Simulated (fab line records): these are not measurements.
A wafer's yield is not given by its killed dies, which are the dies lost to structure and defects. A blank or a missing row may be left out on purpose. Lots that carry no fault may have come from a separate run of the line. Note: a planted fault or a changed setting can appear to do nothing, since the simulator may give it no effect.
Which of the tools did it? || flow gf180mcu || Sampling: 11 lots, 33 wafers, 6 of 602 route steps

== WHAT EACH GAUGE READ, for each wafer ==
GF_M4_RS_MEAS_05: uses a four-point probe to measure. Usual: M4_ALCU_RS 0.0693 ohm/sq, standard deviation 0.00062.
{"lot": "L226", "measured": "day 22 23:37", "on": "film metro-02", "M4_ALCU_RS (ohm/sq)": "0.0690 0.0681 0.0684", "flag": ""}
{"lot": "L228", "measured": "day 23 10:05", "on": "film metro-01", "M4_ALCU_RS (ohm/sq)": "0.0690 0.0690 0.0685", "flag": ""}
{"lot": "L229", "measured": "day 23 20:42", "on": "film metro-02", "M4_ALCU_RS (ohm/sq)": "0.0682 0.0685 0.0689", "flag": ""}
{"lot": "L230", "measured": "day 24 08:11", "on": "film metro-02", "M4_ALCU_RS (ohm/sq)": "0.0683 0.0684 0.0687", "flag": ""}
{"lot": "L234", "measured": "day 25 15:46", "on": "film metro-03", "M4_ALCU_RS (ohm/sq)": "0.0700 0.0697 0.0701", "flag": ""}
{"lot": "L240", "measured": "day 27 18:31", "on": "film metro-01", "M4_ALCU_RS (ohm/sq)": "0.0695 0.0693 0.0693", "flag": ""}
{"lot": "L243", "measured": "day 28 06:47", "on": "film metro-03", "M4_ALCU_RS (ohm/sq)": "0.0694 0.0689 0.0692", "flag": ""}
{"lot": "L245", "measured": "day 28 23:30", "on": "film metro-02", "M4_ALCU_RS (ohm/sq)": "0.0695 0.0692 0.0705", "flag": ""}
{"lot": "L246", "measured": "day 29 05:14", "on": "film metro-01", "M4_ALCU_RS (ohm/sq)": "0.0691 0.0689 0.0691", "flag": ""}
{"lot": "L247", "measured": "day 29 08:38", "on": "film metro-01", "M4_ALCU_RS (ohm/sq)": "0.0694 0.0694 0.0690", "flag": ""}
{"lot": "L248", "measured": "day 29 14:53", "on": "film metro-03", "M4_ALCU_RS (ohm/sq)": "0.0696 0.0692 0.0699", "flag": ""}

GF_M4_THK_MEAS_06: measures by xrf. Usual: M4_ALCU_THK 456 nm, standard deviation 5.2.
{"lot": "L226", "measured": "day 22 23:43", "on": "film metro-02", "M4_ALCU_THK (nm)": "461 468 463", "flag": ""}
{"lot": "L228", "measured": "day 23 10:13", "on": "film metro-01", "M4_ALCU_THK (nm)": "464 462 466", "flag": ""}
{"lot": "L229", "measured": "day 23 20:49", "on": "film metro-02", "M4_ALCU_THK (nm)": "462 461 461", "flag": ""}
{"lot": "L230", "measured": "day 24 08:18", "on": "film metro-02", "M4_ALCU_THK (nm)": "464 462 464", "flag": ""}
{"lot": "L234", "measured": "day 25 15:52", "on": "film metro-03", "M4_ALCU_THK (nm)": "449 450 447", "flag": ""}
{"lot": "L240", "measured": "day 27 18:37", "on": "film metro-01", "M4_ALCU_THK (nm)": "459 461 461", "flag": ""}
{"lot": "L243", "measured": "day 28 06:54", "on": "film metro-03", "M4_ALCU_THK (nm)": "450 455 453", "flag": ""}
{"lot": "L245", "measured": "day 28 23:37", "on": "film metro-02", "M4_ALCU_THK (nm)": "452 457 448", "flag": ""}
{"lot": "L246", "measured": "day 29 05:22", "on": "film metro-01", "M4_ALCU_THK (nm)": "459 459 461", "flag": ""}
{"lot": "L247", "measured": "day 29 08:44", "on": "film metro-01", "M4_ALCU_THK (nm)": "457 457 461", "flag": ""}
{"lot": "L248", "measured": "day 29 15:00", "on": "film metro-03", "M4_ALCU_THK (nm)": "447 453 447", "flag": ""}

GF_V4_THK_MEAS_01. Usual: V4_CVD_00_THK 602 nm, standard deviation 5.2.
{"lot": "L226", "measured": "day 23 20:43", "on": "film metro-01", "V4_CVD_00_THK (nm)": "602 599 603", "flag": ""}
{"lot": "L228", "measured": "day 24 08:37", "on": "film metro-01", "V4_CVD_00_THK (nm)": "606 611 612", "flag": ""}
{"lot": "L229", "measured": "day 24 20:09", "on": "film metro-01", "V4_CVD_00_THK (nm)": "1217 1203 1205", "flag": "OFF"}
{"lot": "L230", "measured": "day 25 07:11", "on": "film metro-04", "V4_CVD_00_THK (nm)": "1220 1201 1195", "flag": "OFF"}
{"lot": "L234", "measured": "day 26 13:24", "on": "film metro-04", "V4_CVD_00_THK (nm)": "598 602 605", "flag": ""}
{"lot": "L240", "measured": "day 28 14:37", "on": "film metro-01", "V4_CVD_00_THK (nm)": "602 597 598", "flag": ""}
{"lot": "L243", "measured": "day 29 03:25", "on": "film metro-01", "V4_CVD_00_THK (nm)": "602 597 598", "flag": ""}
{"lot": "L245", "measured": "day 29 18:58", "on": "film metro-01", "V4_CVD_00_THK (nm)": "600 605 607", "flag": ""}
{"lot": "L246", "measured": "day 30 01:05", "on": "film metro-01", "V4_CVD_00_THK (nm)": "599 608 594", "flag": ""}
{"lot": "L247", "measured": "day 30 03:56", "on": "film metro-04", "V4_CVD_00_THK (nm)": "600 603 595", "flag": ""}
{"lot": "L248", "measured": "day 30 10:08", "on": "film metro-04", "V4_CVD_00_THK (nm)": "610 614 605", "flag": ""}

GF_V4_BOW_MEAS_05. Usual: V4_BOW 134 um, standard deviation 9.6.
{"lot": "L226", "measured": "day 23 21:29", "on": "film metro-02", "V4_BOW (um)": "130 131 129", "flag": ""}
{"lot": "L228", "measured": "day 24 09:07", "on": "film metro-04", "V4_BOW (um)": "143 133 134", "flag": ""}
{"lot": "L229", "measured": "day 24 20:46", "on": "film metro-01", "V4_BOW (um)": "167 165 164", "flag": "OFF"}
{"lot": "L230", "measured": "day 25 07:41", "on": "film metro-04", "V4_BOW (um)": "176 173 161", "flag": "OFF"}
{"lot": "L234", "measured": "day 26 13:55", "on": "film metro-02", "V4_BOW (um)": "140 138 135", "flag": ""}
{"lot": "L240", "measured": "day 28 15:07", "on": "film metro-02", "V4_BOW (um)": "140 135 134", "flag": ""}
{"lot": "L243", "measured": "day 29 03:57", "on": "film metro-01", "V4_BOW (um)": "136 129 122", "flag": ""}
{"lot": "L245", "measured": "day 29 19:30", "on": "film metro-04", "V4_BOW (um)": "128 126 143", "flag": ""}
{"lot": "L246", "measured": "day 30 01:35", "on": "film metro-04", "V4_BOW (um)": "143 140 126", "flag": ""}
{"lot": "L247", "measured": "day 30 04:26", "on": "film metro-01", "V4_BOW (um)": "134 132 139", "flag": ""}
{"lot": "L248", "measured": "day 30 10:38", "on": "film metro-01", "V4_BOW (um)": "120 118 127", "flag": ""}

== WHICH TOOL RAN EACH LOT (tool, then ch and the chambers of the sampled wafers, then the start) ==
{"lot": "L226", "GF_V3_ETCH_16": "rie diel-04 ch 0,1,3, day 22 21:59", "GF_V4_CVD_00": "hdpcvd-02 ch 0,1,2, day 23 20:37"}
{"lot": "L228", "GF_V3_ETCH_16": "rie diel-03 ch 0,1,3, day 23 08:28", "GF_V4_CVD_00": "hdpcvd-01 ch 0,1,2, day 24 08:32"}
{"lot": "L229", "GF_V3_ETCH_16": "rie diel-01 ch 1,2, day 23 19:01", "GF_V4_CVD_00": "hdpcvd-01 ch 0,1,2, day 24 19:49"}
{"lot": "L230", "GF_V3_ETCH_16": "rie diel-01 ch 0,1,2, day 24 06:29", "GF_V4_CVD_00": "hdpcvd-01 ch 0,2, day 25 06:53"}
{"lot": "L234", "GF_V3_ETCH_16": "rie diel-03 ch 0,1,2, day 25 14:08", "GF_V4_CVD_00": "hdpcvd-01 ch 0,1, day 26 13:19"}
{"lot": "L240", "GF_V3_ETCH_16": "rie diel-01 ch 1,3, day 27 16:53", "GF_V4_CVD_00": "hdpcvd-01 ch 1,2, day 28 14:32"}
{"lot": "L243", "GF_V3_ETCH_16": "rie diel-01 ch 0,2,3, day 28 05:10", "GF_V4_CVD_00": "hdpcvd-02 ch 1,2, day 29 03:21"}
{"lot": "L245", "GF_V3_ETCH_16": "rie diel-01 ch 1,2,3, day 28 21:55", "GF_V4_CVD_00": "hdpcvd-02 ch 0,1,2, day 29 18:54"}
{"lot": "L246", "GF_V3_ETCH_16": "rie diel-04 ch 0,2, day 29 03:38", "GF_V4_CVD_00": "hdpcvd-02 ch 0,1,2, day 30 01:01"}
{"lot": "L247", "GF_V3_ETCH_16": "rie diel-04 ch 0,1,2, day 29 07:01", "GF_V4_CVD_00": "hdpcvd-02 ch 1,2, day 30 03:51"}
{"lot": "L248", "GF_V3_ETCH_16": "rie diel-04 ch 0,2,3, day 29 13:17", "GF_V4_CVD_00": "hdpcvd-02 ch 0,1,2, day 30 10:03"}
- GF_V3_ETCH_16: etches BARC in N2/H2.
- GF_V4_CVD_00: deposits SiO2, target thk 600 nm, time 100 s.

== AS READ BY THE TOOLS THEMSELVES (means over the sampled wafers that have a number; for cases with no such wafer, the mark the record gives instead) ==
GF_V3_ETCH_16. Usual: bias w 99.99 W, standard deviation 0.3; drypump motor current A 5.7 A, standard deviation 0.46; oes product au 0.854 a.u., standard deviation 0.0042; rf fwd power W 495.5 W, standard deviation 1.9; throttle valve pct 13.224 %, standard deviation 0.0096.
{"lot": "L226", "tool": "rie diel-04", "bias w (W)": 100.01, "drypump motor current A (A)": 5.7, "oes product au (a.u.)": 0.858, "rf fwd power W (W)": 494.6, "throttle valve pct (%)": 13.228, "flag": ""}
{"lot": "L228", "tool": "rie diel-03", "bias w (W)": 99.77, "drypump motor current A (A)": 5.6, "oes product au (a.u.)": 0.854, "rf fwd power W (W)": 495.8, "throttle valve pct (%)": 13.224, "flag": ""}
{"lot": "L229", "tool": "rie diel-01", "bias w (W)": 100.31, "drypump motor current A (A)": 5.3, "oes product au (a.u.)": 0.854, "rf fwd power W (W)": 496.5, "throttle valve pct (%)": 13.221, "flag": ""}
{"lot": "L230", "tool": "rie diel-01", "bias w (W)": 99.81, "drypump motor current A (A)": 5.5, "oes product au (a.u.)": 0.863, "rf fwd power W (W)": 495.3, "throttle valve pct (%)": 13.225, "flag": ""}
{"lot": "L234", "tool": "rie diel-03", "bias w (W)": 99.78, "drypump motor current A (A)": 5.6, "oes product au (a.u.)": 0.853, "rf fwd power W (W)": 496.3, "throttle valve pct (%)": 13.228, "flag": ""}
{"lot": "L240", "tool": "rie diel-01", "bias w (W)": 99.88, "drypump motor current A (A)": 5.9, "oes product au (a.u.)": 0.851, "rf fwd power W (W)": 496.3, "throttle valve pct (%)": 13.229, "flag": ""}
{"lot": "L243", "tool": "rie diel-01", "bias w (W)": 100.27, "drypump motor current A (A)": 5.6, "oes product au (a.u.)": 0.853, "rf fwd power W (W)": 497.0, "throttle valve pct (%)": 13.227, "flag": ""}
{"lot": "L245", "tool": "rie diel-01", "bias w (W)": 100.30, "drypump motor current A (A)": 5.6, "oes product au (a.u.)": 0.853, "rf fwd power W (W)": 493.6, "throttle valve pct (%)": 13.222, "flag": ""}
{"lot": "L246", "tool": "rie diel-04", "bias w (W)": 99.85, "drypump motor current A (A)": 6.2, "oes product au (a.u.)": 0.854, "rf fwd power W (W)": 494.5, "throttle valve pct (%)": 13.222, "flag": ""}
{"lot": "L247", "tool": "rie diel-04", "bias w (W)": 99.95, "drypump motor current A (A)": 6.0, "oes product au (a.u.)": 0.857, "rf fwd power W (W)": 493.7, "throttle valve pct (%)": 13.224, "flag": ""}
{"lot": "L248", "tool": "rie diel-04", "bias w (W)": 100.19, "drypump motor current A (A)": 6.1, "oes product au (a.u.)": 0.854, "rf fwd power W (W)": 494.2, "throttle valve pct (%)": 13.224, "flag": ""}

== THE ANSWER, worked out from the rows above alone ==
Rule: a lot is off if the mean of its wafers that have a number lies more than 3 standard deviations from the usual mean. Also off: a lot with no number at a reading for which 4 or more lots have one. All remaining lots with rows at the step are treated as sound. After the gauges, taken in route order, come the tools' own readings; for these a lot's mean is taken, as printed above. The first step at which some lot is off is used, and at that step the reading that is off furthest; a lot without a number counts as furthest.
Off: L229, L230, at GF_V4_THK_MEAS_01 (V4_CVD_00_THK).
A tool fits if, at a process step before that reading, it ran every lot that is off, and no sound lot after the first of them. Those tools and the gauges at GF_V4_THK_MEAS_01 are tried in the same way. No candidate that was tried fits.

== WHAT WAS PUT IN BY THE SIMULATOR ==
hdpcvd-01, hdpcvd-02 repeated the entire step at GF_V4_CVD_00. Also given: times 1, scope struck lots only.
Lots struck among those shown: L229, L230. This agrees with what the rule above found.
